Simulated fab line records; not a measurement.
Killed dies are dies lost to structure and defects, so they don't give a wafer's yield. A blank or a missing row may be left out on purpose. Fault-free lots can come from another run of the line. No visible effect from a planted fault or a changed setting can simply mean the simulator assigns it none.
fab line records	flow sky130
[record] lots = 6	wafers = 18	last-day = 50
route steps=708 shown VIA1@473 METAL2@483 PAD_OPEN@708
lots that met no fault: taken from a fault-free run of the same line
start-h: the number of hours between the record's first day and the start of the first shown wafer of the lot	wait-h: time in hours since the lot's previous step	" same as the row above	L1.1+2: one row covering several wafers at once	- no value, or no start given	* or withheld: withheld	< > ~ a bound
route shown NAME@n: a module of which the file shows steps, and the number in the route of the first	usual: the fault-free wafers' mean and standard deviation	same: alike in all rows	chamber/n: place in a boat	sites: the reading at each site	_std_site: the values' standard deviation	_edge_site: mean of outer sites minus mean of inner sites	radius-mm: for every site, how far away it sits from the centre of the wafer	mask NAME#n: copy n	behind: the last tool/chamber to shape the wafer	hold: what put the lot on hold/how long, in hours/how the hold closed	device: whichever transistor did not switch (one of n, p or np)	end of line: the route-end tests of the same wafers	step lacking rows: just its recipe	killed: the dies lost at the first sort to structure and to defects; this is not the yield of the wafer	map: a wafer's dies, x killed, . not, _ none there
set.NAME: the run value of the setting; set.NAME@STEP: its run value at that earlier step	model.NAME: the simulator's own value behind a step, which no gauge read
lots at some steps of the route; a table a step, a row a wafer
services: a tool's chamber out of use, with start hour (start-h, from the record's first day; less than 0 if before it), hours out, and reason
[[steps]]
[step SKY_VIA1_ETCH_15]
[recipe] target = SiO2	chemistry = C4F8/O2/Ar	target-depth-nm = 351	stop-on = TiN	mask-material = KrF-thick	source-w = 1500	bias-w = 1200	pressure-mtorr = 40	c4f8-flow-sccm = withheld	O2_flow_sccm = 6	Ar_flow_sccm = 300	time-s = 55.82
[step SKY_VIA1_STRIP_16]
[recipe] chemistry = O2/N2	power-w = 1400	pressure-mtorr = 1500	platen-temp-c = withheld	o2-flow-sccm = 3000	n2-flow-sccm = 300	overash-fraction = 0.5
[usual] drypump-motor-current-A = 5.8/0.49	oes-product-au = 0.415/0.0045	strip-time-to-endpoint-s = 4.448/0.021
lot.wafer	tool	chamber	start-h	wait-h	drypump-motor-current-A	oes-product-au	rf-hours-counter-h	strip-time-to-endpoint-s
L753.1	plasma-asher-03	1	852.58	0.0	5.7	0.423	40	4.479
L753.2	"	0	"	"	5.2	0.412	40	4.435
L753.4	"	0	"	"	5.2	0.413	-	4.431
L757.2	plasma-asher-02	1	879.16	0.0	6.5	0.420	14	4.442
L757.3	"	1	"	"	6.5	0.411	-	4.424
L757.4	"	0	"	"	6.3	0.412	-	4.418
L758.2	plasma-asher-03	0	896.62	0.0	5.2	0.415	44	4.438
L758.4	"	1	"	"	5.7	0.424	-	4.462
L758.5	"	1	"	"	5.7	0.412	-	4.442
L762.2	plasma-asher-04	1	920.78	0.0	5.7	0.412	112	4.440
L762.4	"	0	"	"	5.2	0.421	-	4.453
L762.5	"	0	"	"	5.2	0.415	-	4.433
L763.2	plasma-asher-04	1	927.88	0.0	5.7	0.410	112	4.467
L763.4	"	0	"	"	5.2	0.416	-	4.449
L763.6	"	1	"	"	5.7	0.419	-	4.463
L766.1	plasma-asher-04	1	948.48	0.0	5.7	0.424	114	4.410
L766.5	"	0	"	"	5.2	0.414	-	4.499
L766.6	"	1	"	"	5.7	0.420	-	4.454
[step SKY_VIA1_STRIP_17]
[recipe] chemistry = post-etch-residue-remover	time-s = 1200	temp-c = 72.5
[step SKY_VIA1_CLEAN_18]
[recipe] chemistry = IPA	time-s = 180	temp-c = 25
[step SKY_VIA1_CLEAN_19]
[recipe] chemistry = O3/DIW	dry = n2-spin
[step SKY_VIA1_SPUTTER_20]
[recipe] material = TiN	target-thk-nm = 20	chamber-pressure-pa = 5	power-w = 4000	time-s = 80
[usual] cathode-dc-power-W = 4000.0/0.65	throttle-valve-pct = 29.8/1.2
[same] time-s = 80
lot.wafer	tool	chamber	start-h	wait-h	cathode-dc-power-W	throttle-valve-pct
L753.1	pvd-sputter-04	-	853.17	0.0	3999.8	31.2
L753.2	"	-	"	"	3999.0	31.8
L753.4	"	-	"	"	3999.6	30.4
L757.2	pvd-sputter-03	-	879.75	0.0	4000.3	28.9
L757.3	"	-	"	"	4000.0	29.3
L757.4	"	-	"	"	4000.4	30.1
L758.2	pvd-sputter-03	-	897.22	0.0	4000.5	29.3
L758.4	"	-	"	"	4000.5	28.5
L758.5	"	-	"	"	4000.3	28.9
L762.2	pvd-sputter-02	-	921.37	0.0	3999.6	29.3
L762.4	"	-	"	"	4000.4	28.7
L762.5	"	-	"	"	4000.5	29.5
L763.2	pvd-sputter-03	-	928.50	0.0	3999.8	29.0
L763.4	"	-	"	"	4000.9	29.4
L763.6	"	-	"	"	3999.1	29.3
L766.1	pvd-sputter-02	-	949.07	0.0	3999.8	30.5
L766.5	"	-	"	"	4000.3	30.3
L766.6	"	-	"	"	4000.2	29.3
[step SKY_VIA1_CVD_21]
[recipe] material = W	target-thk-nm = 270	time-s = 80.902	temp-c = 400	pressure-torr = 40
[step SKY_VIA1_RS_MEAS_22]
[recipe] thk-meas-gauge = four-point-probe	reads = W_of_VIA1_CVD_21+TiN_of_VIA1_SPUTTER_20
[usual] VIA1_W_RS = 0.427/0.0049
lot.wafer	tool	chamber	start-h	wait-h	VIA1_W_RS[ohm/sq]
L753.1	film-metro-03	-	853.32	0.1	0.417
L753.2	"	-	"	"	0.436
L753.4	"	-	"	"	0.432
L757.2	film-metro-02	-	879.93	0.1	0.424
L757.3	"	-	"	"	0.426
L757.4	"	-	"	"	0.426
L758.2	film-metro-04	-	897.40	0.1	0.424
L758.4	"	-	"	"	0.424
L758.5	"	-	"	"	0.424
L762.2	film-metro-02	-	921.54	0.1	0.425
L762.4	"	-	"	"	0.433
L762.5	"	-	"	"	0.430
L763.2	film-metro-03	-	928.67	0.1	0.426
L763.4	"	-	"	"	0.423
L763.6	"	-	"	"	0.424
L766.1	film-metro-04	-	949.22	0.1	0.427
L766.5	"	-	"	"	0.432
L766.6	"	-	"	"	0.421
[step SKY_VIA1_THK_MEAS_23]
[recipe] thk-meas-gauge = xrf	reads = W_of_VIA1_CVD_21
[usual] VIA1_W_THK = 277/3.9
lot.wafer	tool	chamber	start-h	wait-h	VIA1_W_THK[nm]
L753.1	film-metro-03	-	853.44	0.1	281
L753.2	"	-	"	"	271
L753.4	"	-	"	"	275
L757.2	film-metro-02	-	880.04	0.1	276
L757.3	"	-	"	"	274
L757.4	"	-	"	"	275
L758.2	film-metro-04	-	897.51	0.1	282
L758.4	"	-	"	"	282
L758.5	"	-	"	"	281
L762.2	film-metro-02	-	921.65	0.1	279
L762.4	"	-	"	"	273
L762.5	"	-	"	"	274
L763.2	film-metro-03	-	928.78	0.1	277
L763.4	"	-	"	"	278
L763.6	"	-	"	"	279
L766.1	film-metro-04	-	949.34	0.1	280
L766.5	"	-	"	"	277
L766.6	"	-	"	"	282
[step SKY_VIA1_CMP_24]
[recipe] stop-on = SiO2	t-overpolish-s = 15	down-force-psi = 3.5	platen-rpm = 60	target-thk-nm = 0	pad-velocity-m-s = 0.94248
[step SKY_METAL2_SPUTTER_00]
[recipe] material = Ti	target-thk-nm = 15	power-w = 3000	time-s = 10	chamber-pressure-pa = 0.4
[usual] cathode-dc-power-W = 2999.9/0.53	throttle-valve-pct = 30.2/1.4
[same] time-s = 10
lot.wafer	tool	chamber	start-h	wait-h	cathode-dc-power-W	throttle-valve-pct
L753.1	pvd-sputter-02	-	853.80	0.2	3000.5	30.6
L753.2	"	-	"	"	3000.3	28.6
L753.4	"	-	"	"	2998.9	29.3
L757.2	pvd-sputter-02	-	880.39	0.2	3000.6	30.2
L757.3	"	-	"	"	2999.9	29.7
L757.4	"	-	"	"	3000.0	28.4
L758.2	pvd-sputter-02	-	897.86	0.2	3000.8	29.2
L758.4	"	-	"	"	3000.5	29.7
L758.5	"	-	"	"	3000.0	30.6
L762.2	pvd-sputter-03	-	922.00	0.2	2999.9	29.0
L762.4	"	-	"	"	3000.9	29.7
L762.5	"	-	"	"	3000.4	28.8
L763.2	pvd-sputter-01	-	929.13	0.2	2999.1	31.7
L763.4	"	-	"	"	2999.4	32.4
L763.6	"	-	"	"	3000.0	31.8
L766.1	pvd-sputter-01	-	949.70	0.2	2999.6	31.7
L766.5	"	-	"	"	2999.7	32.1
L766.6	"	-	"	"	2999.5	30.0
[step SKY_METAL2_SPUTTER_01]
[recipe] material = TiN	target-thk-nm = 20	power-w = 6500	time-s = 16.7	chamber-pressure-pa = 0.4
[step SKY_METAL2_SPUTTER_02]
[recipe] material = AlCu	target-thk-nm = 250	power-w = 10600	time-s = 13.3	chamber-pressure-pa = 0.4
[usual] cathode-dc-power-W = 10600/1.9	throttle-valve-pct = 30.2/1.3
lot.wafer	tool	chamber	start-h	wait-h	cathode-dc-power-W	throttle-valve-pct	model.AlCu_of_METAL2_SPUTTER_02.thk-nm
L753.1	pvd-sputter-02	-	853.85	0.0	10598	30.2	250.8
L753.2	"	-	"	"	10599	28.6	250.5
L753.4	"	-	"	"	10600	29.6	249.5
L757.2	pvd-sputter-02	-	880.44	0.0	10603	30.3	360.6
L757.3	"	-	"	"	10600	29.4	249.9
L757.4	"	-	"	"	10601	28.6	253.4
L758.2	pvd-sputter-02	-	897.90	0.0	10603	29.6	251.8
L758.4	"	-	"	"	10600	29.2	253.5
L758.5	"	-	"	"	10601	30.3	357.6
L762.2	pvd-sputter-03	-	922.05	0.0	10600	28.8	249.8
L762.4	"	-	"	"	10601	29.5	253.4
L762.5	"	-	"	"	10601	28.8	252
L763.2	pvd-sputter-01	-	929.18	0.0	10601	31.7	252.6
L763.4	"	-	"	"	10599	32.2	252.1
L763.6	"	-	"	"	10600	31.8	251.4
L766.1	pvd-sputter-01	-	949.75	0.0	10597	31.6	250.9
L766.5	"	-	"	"	10599	32.2	246.5
L766.6	"	-	"	"	10599	30.1	251.5
[step SKY_METAL2_SPUTTER_03]
[recipe] material = Ti	target-thk-nm = 5	power-w = 3000	time-s = 3.208	chamber-pressure-pa = 0.4
[usual] cathode-dc-power-W = 3000.1/0.54	throttle-valve-pct = 30.2/1.3
[same] time-s = 3.208
lot.wafer	tool	chamber	start-h	wait-h	cathode-dc-power-W	throttle-valve-pct
L753.1	pvd-sputter-02	-	853.87	0.0	2999.5	30.3
L753.2	"	-	"	"	3000.5	28.5
L753.4	"	-	"	"	2999.8	29.5
L757.2	pvd-sputter-02	-	880.46	0.0	3000.2	30.2
L757.3	"	-	"	"	3000.2	29.6
L757.4	"	-	"	"	3001.0	28.5
L758.2	pvd-sputter-02	-	897.93	0.0	3000.1	29.7
L758.4	"	-	"	"	3000.0	29.3
L758.5	"	-	"	"	3000.0	30.3
L762.2	pvd-sputter-03	-	922.07	0.0	2999.7	28.9
L762.4	"	-	"	"	2999.8	29.7
L762.5	"	-	"	"	3000.6	28.7
L763.2	pvd-sputter-01	-	929.20	0.0	3000.4	31.9
L763.4	"	-	"	"	3000.7	32.5
L763.6	"	-	"	"	3000.4	31.9
L766.1	pvd-sputter-01	-	949.77	0.0	2999.9	31.7
L766.5	"	-	"	"	2999.7	32.4
L766.6	"	-	"	"	3000.8	30.1
[step SKY_METAL2_SPUTTER_04]
[recipe] material = TiN	target-thk-nm = 70	power-w = 6500	time-s = 58.3	chamber-pressure-pa = 0.4
[step SKY_METAL2_RS_MEAS_05]
[recipe] thk-meas-gauge = four-point-probe	reads = TiN_of_METAL2_SPUTTER_04+Ti_of_METAL2_SPUTTER_03+AlCu_of_METAL2_SPUTTER_02+TiN_of_METAL2_SPUTTER_01+Ti_of_METAL2_SPUTTER_00
[usual] METAL2_ALCU_RS = 0.1263/0.0011
lot.wafer	tool	chamber	start-h	wait-h	METAL2_ALCU_RS[ohm/sq]
L753.1	film-metro-03	-	853.94	0.0	0.1265
L753.2	"	-	"	"	0.1265
L753.4	"	-	"	"	0.1271
L757.2	film-metro-01	-	880.55	0.0	0.0872
L757.3	"	-	"	"	0.1269
L757.4	"	-	"	"	0.1251
L758.2	film-metro-03	-	898.02	0.0	0.1257
L758.4	"	-	"	"	0.1250
L758.5	"	-	"	"	0.0879
L762.2	film-metro-01	-	922.16	0.0	0.1269
L762.4	"	-	"	"	0.1252
L762.5	"	-	"	"	0.1259
L763.2	film-metro-04	-	929.29	0.0	0.1253
L763.4	"	-	"	"	0.1253
L763.6	"	-	"	"	0.1260
L766.1	film-metro-01	-	949.84	0.0	0.1264
L766.5	"	-	"	"	0.1287
L766.6	"	-	"	"	0.1259
[step SKY_METAL2_THK_MEAS_06]
[recipe] thk-meas-gauge = xrf	reads = AlCu_of_METAL2_SPUTTER_02
[usual] METAL2_ALCU_THK = 251.7/2.5
lot.wafer	tool	chamber	start-h	wait-h	METAL2_ALCU_THK[nm]
L753.1	film-metro-03	-	854.06	0.1	253.7
L753.2	"	-	"	"	251.9
L753.4	"	-	"	"	250.0
L757.2	film-metro-01	-	880.66	0.1	360.6
L757.3	"	-	"	"	251.5
L757.4	"	-	"	"	251.7
L758.2	film-metro-03	-	898.13	0.1	251.8
L758.4	"	-	"	"	253.3
L758.5	"	-	"	"	360.1
L762.2	film-metro-01	-	922.27	0.1	251.2
L762.4	"	-	"	"	255.6
L762.5	"	-	"	"	251.1
L763.2	film-metro-04	-	929.40	0.1	253.0
L763.4	"	-	"	"	252.0
L763.6	"	-	"	"	250.8
L766.1	film-metro-01	-	949.96	0.1	254.5
L766.5	"	-	"	"	248.8
L766.6	"	-	"	"	254.5
[step SKY_METAL2_DEHYDRATE_07]
[recipe] temp-c = 200	time-s = 60
[step SKY_METAL2_HMDS_08]
[recipe] prime-time-s = 60	prime-temp-c = 120
[step SKY_METAL2_COAT_09]
[recipe] resist = BARC	temp-c = withheld	time-s = withheld	spin-rpm = 3000	resist-thk-nm = 60
[step SKY_METAL2_COAT_10]
[recipe] resist = KrF-thick	spin-rpm = 3000	resist-thk-nm = 450
[step SKY_METAL2_SOFTBAKE_11]
[recipe] temp-c = 100	time-s = 90	resist = KrF-thick
[step SKY_METAL2_EXPOSE_12]
[recipe] mask-id = MM2	na = 0.8	source-shape = annular	sigma-inner = 0.55	sigma-outer = 0.85	target-cd-nm = 140	dose-mj = 28
[step SKY_METAL2_PEB_13]
[recipe] peb-temp-c = withheld	peb-time-s = withheld	resist = KrF-thick
[step SKY_METAL2_DEVELOP_14]
[recipe] develop-time-s = 60	resist = KrF-thick	dev-temp-c = 21
[step SKY_METAL2_CD_MEAS_15]
[recipe] target-cd-nm = 140
[usual] cd-nm = 139.7/1.2
lot.wafer	tool	chamber	start-h	wait-h	cd-nm
L753.1	cd-sem-02	-	879.69	-	140.9
L753.2	"	-	"	"	142.0
L753.4	"	-	"	"	141.0
L757.2	cd-sem-01	-	907.31	-	139.4
L757.3	"	-	"	"	139.0
L757.4	"	-	"	"	138.4
L758.2	cd-sem-02	-	923.81	-	140.8
L758.4	"	-	"	"	140.1
L758.5	"	-	"	"	139.3
L762.2	cd-sem-01	-	946.71	-	139.7
L762.4	"	-	"	"	140.8
L762.5	"	-	"	"	139.0
L763.2	cd-sem-01	-	953.51	-	140.8
L763.4	"	-	"	"	139.0
L763.6	"	-	"	"	141.3
L766.1	cd-sem-01	-	973.72	-	136.6
L766.5	"	-	"	"	137.3
L766.6	"	-	"	"	138.9
[step SKY_METAL2_OVL_MEAS_16]
[usual] METAL2_OVL = 2/4.8
lot.wafer	tool	chamber	start-h	wait-h	METAL2_OVL[nm]
L753.1	overlay-02	-	879.81	0.1	1
L753.2	"	-	"	"	5
L753.4	"	-	"	"	3
L757.2	overlay-01	-	907.41	0.1	-5
L757.3	"	-	"	"	-1
L757.4	"	-	"	"	-5
L758.2	overlay-01	-	923.91	0.1	-2
L758.4	"	-	"	"	0
L758.5	"	-	"	"	-1
L762.2	overlay-02	-	946.81	0.1	-2
L762.4	"	-	"	"	3
L762.5	"	-	"	"	-3
L763.2	overlay-01	-	953.61	0.1	5
L763.4	"	-	"	"	11
L763.6	"	-	"	"	2
L766.1	overlay-02	-	973.84	0.1	8
L766.5	"	-	"	"	5
L766.6	"	-	"	"	-4
[step SKY_METAL2_DESCUM_17]
[recipe] chemistry = O2	source-power-w = 150	bias-power-w = 0	pressure-mtorr = 10	temp-c = 40	time-s = 8
[step SKY_METAL2_ETCH_18]
[recipe] chemistry = N2/H2	target = BARC	ion-energy-ev = 200	bias-w = 100	pressure-mtorr = 30	n2-flow-sccm = 100	h2-flow-sccm = 200	icp-w = 500	stop-on = SiO2	time-s = 45.9	target-depth-a = 600
[step SKY_METAL2_METAL_ETCH_19]
[recipe] target-depth-a = 3600	stop-on = SiO2	over-etch-frac = 0.3	time-s = 78	chemistry = Cl2/BCl3	resist-sidewall-deg = 88	pressure-mtorr = 10	icp-w = 900	bias-w = 48.5	Cl2_flow_sccm = 60	bcl3-flow-sccm = 30
[usual] drypump-motor-current-A = 5.39/0.21	oes-product-au = 0.855/0.0061	throttle-valve-pct = 22.265/0.0094
[same] over-etch-frac = 0.3	time-s = 78
lot.wafer	tool	chamber	start-h	wait-h	drypump-motor-current-A	oes-product-au	rf-hours-counter-h	throttle-valve-pct
L753.1	rie-metal-03	1	879.94	0.0	5.82	0.849	15	22.247
L753.2	"	0	"	"	5.65	0.854	17	22.292
L753.4	"	0	"	"	5.66	0.852	-	22.273
L757.2	rie-metal-04	1	907.66	0.1	5.37	0.957	-	22.256
L757.3	"	1	"	"	5.38	0.846	-	22.262
L757.4	"	1	"	"	5.37	0.857	-	22.237
L758.2	rie-metal-03	1	924.04	0.0	5.83	0.855	18	22.266
L758.4	"	1	"	"	5.82	0.864	-	22.285
L758.5	"	0	"	"	5.65	0.949	-	22.266
L762.2	rie-metal-01	0	947.06	0.1	5.18	0.848	-	22.270
L762.4	"	0	"	"	5.18	0.857	-	22.256
L762.5	"	0	"	"	5.17	0.868	-	22.269
L763.2	rie-metal-03	1	953.74	0.0	5.82	0.857	0	22.268
L763.4	"	0	"	"	5.61	0.861	-	22.260
L763.6	"	0	"	"	5.61	0.855	-	22.264
L766.1	rie-metal-01	0	973.97	0.0	5.16	0.853	11	22.255
L766.5	"	0	"	"	5.18	0.853	-	22.272
L766.6	"	1	"	"	5.24	0.860	-	22.265
[step SKY_METAL2_STRIP_20]
[recipe] chemistry = O2/N2	power-w = 1400	pressure-mtorr = 1500	platen-temp-c = withheld	o2-flow-sccm = 3000	n2-flow-sccm = 300	overash-fraction = 0.5
[usual] drypump-motor-current-A = 5.9/0.43	oes-product-au = 0.343/0.0054	strip-time-to-endpoint-s = 2.71/0.063
lot.wafer	tool	chamber	start-h	wait-h	drypump-motor-current-A	oes-product-au	rf-hours-counter-h	strip-time-to-endpoint-s
L753.1	plasma-asher-01	0	880.03	0.1	5.7	0.358	72	2.80
L753.2	"	1	"	"	6.1	0.338	72	2.56
L753.4	"	1	"	"	6.1	0.338	-	2.56
L757.2	plasma-asher-04	1	907.81	0.1	5.7	0.338	110	2.74
L757.3	"	0	"	"	5.2	0.344	-	2.78
L757.4	"	1	"	"	5.7	0.349	-	2.77
L758.2	plasma-asher-01	0	924.13	0.1	5.7	0.349	76	2.78
L758.4	"	1	"	"	6.1	0.348	-	2.77
L758.5	"	1	"	"	6.1	0.335	-	2.65
L762.2	plasma-asher-01	1	947.21	0.1	6.1	0.334	78	2.65
L762.4	"	1	"	"	6.1	0.346	-	2.72
L762.5	"	0	"	"	5.7	0.347	-	2.71
L763.2	plasma-asher-02	1	953.83	0.1	6.5	0.351	22	2.75
L763.4	"	1	"	"	6.5	0.332	-	2.69
L763.6	"	1	"	"	6.5	0.337	-	2.65
L766.1	plasma-asher-02	1	974.06	0.1	6.5	0.338	24	2.64
L766.5	"	1	"	"	6.5	0.341	-	2.64
L766.6	"	0	"	"	6.2	0.341	-	2.62
[step SKY_PAD_OPEN_PROBE_99]
lot.wafer	tool	chamber	start-h	wait-h	model.etest.met2.line-ohm-um	model.etest.met2.rs-ohm-sq
L753.1	prober-02	-	1123.95	0.1	0.8837	0.1281
L753.2	prober-02	-	1124.00	0.1	0.9204	0.1272
L753.4	prober-02	-	1124.10	0.2	0.9231	0.1287
L757.2	prober-01	-	1144.33	0.1	0.624	0.08747
L757.3	prober-01	-	1144.38	0.2	0.9679	0.1289
L757.4	prober-01	-	1144.43	0.2	0.8979	0.1261
L758.2	prober-02	-	1156.90	0.1	0.9008	0.1263
L758.4	prober-02	-	1157.00	0.2	0.8928	0.1255
L758.5	prober-02	-	1157.05	0.2	0.6373	0.0885
L762.2	prober-02	-	1172.25	0.1	0.9318	0.1293
L762.4	prober-02	-	1172.35	0.2	0.8937	0.1276
L762.5	prober-02	-	1172.40	0.2	0.8754	0.127
L763.2	prober-01	-	1176.37	0.1	0.9177	0.1272
L763.4	prober-01	-	1176.47	0.2	0.9315	0.1257
L763.6	prober-01	-	1176.57	0.2	0.9054	0.1275
L766.1	prober-02	-	1191.69	0.1	0.9494	0.1279
L766.5	prober-02	-	1191.89	0.2	0.9427	0.1294
L766.6	prober-02	-	1191.94	0.2	0.9277	0.1284
// killed by level:class
L753.1 VIA1:geometric-particle:open=12 METAL1:geometric-particle:short=8 CONTACT:geometric-particle:open=7 VIA3:geometric-particle:open=7 VIA1:geometric-particle:short=6 LI_CONTACT:geometric-particle:open=5 METAL2:geometric-particle:short=5 FIELD_ISO:geometric-particle:open=4
L753.2 VIA2:geometric-particle:open=11 CONTACT:geometric-particle:open=9 VIA1:geometric-particle:short=7 VIA1:geometric-particle:open=7 FIELD_ISO:geometric-particle:open=6 METAL1:geometric-particle:short=6 FIELD_ISO:geometric-particle:short=5 LI_CONTACT:geometric-particle:open=5
L753.4 LI_CONTACT:geometric-particle:open=10 CONTACT:geometric-particle:open=9 VIA3:geometric-particle:open=9 VIA1:geometric-particle:open=9 VIA2:geometric-particle:open=8 FIELD_ISO:geometric-particle:open=6 FIELD_ISO:geometric-particle:short=5 CONTACT:geometric-particle:short=4
L762.2 CONTACT:geometric-particle:open=9 VIA1:geometric-particle:open=8 LI_CONTACT:geometric-particle:open=7 VIA1:geometric-particle:short=6 VIA2:geometric-particle:open=6 VIA3:geometric-particle:open=5 METAL4:geometric-particle:short=5 POLY_GATE:geometric-particle:open=4
L762.4 VIA3:geometric-particle:open=9 LI_CONTACT:geometric-particle:open=7 VIA1:geometric-particle:open=6 FIELD_ISO:geometric-particle:open=6 LI_CONTACT:geometric-particle:short=5 CONTACT:geometric-particle:open=5 CONTACT:geometric-particle:short=5 METAL1:geometric-particle:short=5
L762.5 VIA1:geometric-particle:open=8 CONTACT:geometric-particle:open=7 CONTACT:geometric-particle:short=6 VIA3:geometric-particle:open=5 LI_CONTACT:geometric-particle:open=4 VIA1:geometric-particle:short=4 FIELD_ISO:geometric-particle:short=3 FIELD_ISO:geometric-particle:open=3
L763.2 VIA2:geometric-particle:open=10 VIA1:geometric-particle:open=9 CONTACT:geometric-particle:open=8 LI_CONTACT:geometric-particle:open=7 FIELD_ISO:geometric-particle:short=5 LOCAL_INTERCONNECT:geometric-particle:short=4 CONTACT:geometric-particle:short=4 VIA3:geometric-particle:open=4
L763.4 VIA3:geometric-particle:open=15 VIA1:geometric-particle:open=10 LI_CONTACT:geometric-particle:open=8 CONTACT:geometric-particle:open=8 VIA2:geometric-particle:short=6 VIA2:geometric-particle:open=6 LOCAL_INTERCONNECT:geometric-particle:short=5 FIELD_ISO:geometric-particle:open=4
L763.6 VIA1:geometric-particle:open=12 CONTACT:geometric-particle:open=10 CONTACT:geometric-particle:short=7 LI_CONTACT:geometric-particle:open=6 FIELD_ISO:geometric-particle:short=5 METAL1:geometric-particle:short=5 VIA3:geometric-particle:open=5 FIELD_ISO:geometric-particle:open=4
L766.1 VIA1:geometric-particle:open=11 VIA2:geometric-particle:open=8 LI_CONTACT:geometric-particle:open=7 LOCAL_INTERCONNECT:geometric-particle:short=5 CONTACT:geometric-particle:open=5 METAL2:geometric-particle:short=4 METAL1:geometric-particle:short=4 METAL3:geometric-particle:short=4
L766.5 CONTACT:geometric-particle:open=14 VIA1:geometric-particle:open=8 VIA3:geometric-particle:open=7 LOCAL_INTERCONNECT:geometric-particle:short=7 VIA2:geometric-particle:open=6 METAL1:geometric-particle:short=5 LI_CONTACT:geometric-particle:short=5 LI_CONTACT:geometric-particle:open=5
L766.6 CONTACT:geometric-particle:open=7 METAL3:geometric-particle:short=5 CONTACT:geometric-particle:short=4 POLY_GATE:geometric-particle:open=4 METAL4:geometric-particle:short=4 LI_CONTACT:geometric-particle:open=4 VIA1:geometric-particle:short=4 VIA3:geometric-particle:open=4
[[services]]
tool	chamber	start-h	hours	kind
pvd-sputter-01	0	830.27	-	consumable-replace:kit
pvd-sputter-01	0	830.27	18.0	scheduled-down
pvd-sputter-01	0	830.27	18.0	vent-cycle
plasma-asher-04	-	838.84	1.2	repair
rie-metal-04	1	855.58	-	clean
rie-metal-04	1	855.58	17.5	scheduled-down
rie-metal-04	1	855.58	17.5	vent-cycle
pvd-sputter-03	-	860.00	0.5	repair
pvd-sputter-01	-	874.15	2.3	repair
pvd-sputter-02	2	883.49	-	consumable-replace:kit
pvd-sputter-02	2	883.49	18.0	scheduled-down
pvd-sputter-02	2	883.49	18.0	vent-cycle
plasma-asher-01	-	901.95	2.3	repair
rie-metal-03	0	910.29	-	clean
rie-metal-03	0	910.29	10.7	scheduled-down
rie-metal-03	0	910.29	10.7	vent-cycle
rie-metal-03	1	934.88	-	clean
rie-metal-03	1	934.88	16.6	scheduled-down
rie-metal-03	1	934.88	16.6	vent-cycle
rie-metal-01	-	938.33	0.2	repair
rie-metal-01	1	940.50	29.5	repair
pvd-sputter-01	3	969.04	-	consumable-replace:kit
pvd-sputter-01	3	969.04	18.0	scheduled-down
pvd-sputter-01	3	969.04	18.0	vent-cycle
[[key]]
[first-sign] step = SKY_METAL2_RS_MEAS_05	reading = METAL2_ALCU_RS	direction = down	sigmas = 35	usual = 0.1263	struck = 0.0875
[effect] step = SKY_METAL2_THK_MEAS_06	reading = METAL2_ALCU_THK	direction = up	sigmas = 43	usual = 251.7	struck = 360.4
[effect] step = SKY_METAL2_METAL_ETCH_19	reading = oes-product-au	direction = up	sigmas = 16	usual = 0.855	struck = 0.953
[model-effect] step = SKY_METAL2_SPUTTER_02	value = AlCu_of_METAL2_SPUTTER_02.thk-nm	without = 250.1	struck = 359.1
[model-effect] step = SKY_PAD_OPEN_PROBE_99	value = etest.met2.line-ohm-um	without = 0.9141	struck = 0.6307
met-at SKY_METAL2_SPUTTER_02
struck-wafers L757.2,L758.5
sort-left-out L757.2,L758.5
onset-between 853.85 880.44
[fault] kind = process-parameter-drift	tool = pvd-sputter-02	chamber = -	onset-h = 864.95	steps = SKY_METAL2_SPUTTER_02	channel = target-thk-nm	offset = 108.95	shape = step	end-h = 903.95	acts-in = these-recipes-only	stated = 250	scope = struck-wafers-only
// sort-left-out: the simulated sort isn't trusted on such a fault, so these wafers' sort isn't shown, and their yield isn't known
